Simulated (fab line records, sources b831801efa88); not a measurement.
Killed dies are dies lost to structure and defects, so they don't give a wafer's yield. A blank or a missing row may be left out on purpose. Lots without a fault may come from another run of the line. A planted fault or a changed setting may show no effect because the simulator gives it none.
Chamber matching | flow sky130 | SKY_VIA2_CMP_02 on cmp-01: 4 sister chambers
The step polishes SiO2. 8 wafers are shown with their chamber, then 7 later ones without.

WAFERS WITH THEIR CHAMBER
wafer  | chamber | motor_current_A (A)
L807.1 | 0       | 11.4
L811.3 | 2       | 11.6
L811.4 | 3       | 12.2
L817.1 | 0       | 10.7
L817.2 | 1       | 12.7
L817.6 | 3       | 12.6
L824.1 | 1       | 12.1
L824.2 | 2       | 11.3

WAFERS WITHOUT THEIR CHAMBER
wafer  | motor_current_A (A)
L824.6 | 10.6
L826.1 | 12.3
L826.2 | 11.1
L826.5 | 12.4
L827.1 | 11.2
L827.2 | 11.7
L827.5 | 10.9

WHICH CHAMBER EACH WENT THROUGH
wafer  | from the rows above               | in truth
L824.6 | can't be placed: 0 or 2           | 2
L826.1 | can't be placed: 1 or 3           | 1
L826.2 | can't be placed: 0 or 2           | 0
L826.5 | can't be placed: 1 or 3           | 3
L827.1 | can't be placed: 0 or 2           | 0
L827.2 | can't be placed: 2 or 0 or 1 or 3 | 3
L827.5 | can't be placed: 0 or 2           | 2
Placed correctly: 0 of 7. Can't be placed from these rows: 7 (the true chamber is among the candidates in 7). Placed wrongly: 0.
How it was worked out, from the rows above alone: a wafer's distance from a chamber is the root of the sum, over the readings, of the square of ((its reading less the chamber's mean) divided by the reading's scatter). The wafer belongs to the nearest chamber; if the next one is less than 2 further off, it can't be placed. A chamber's mean is the mean of its shown wafers. The scatter: the root of (the sum of the squares of (reading less its chamber's mean) over the shown wafers, divided by (wafers less chambers)).
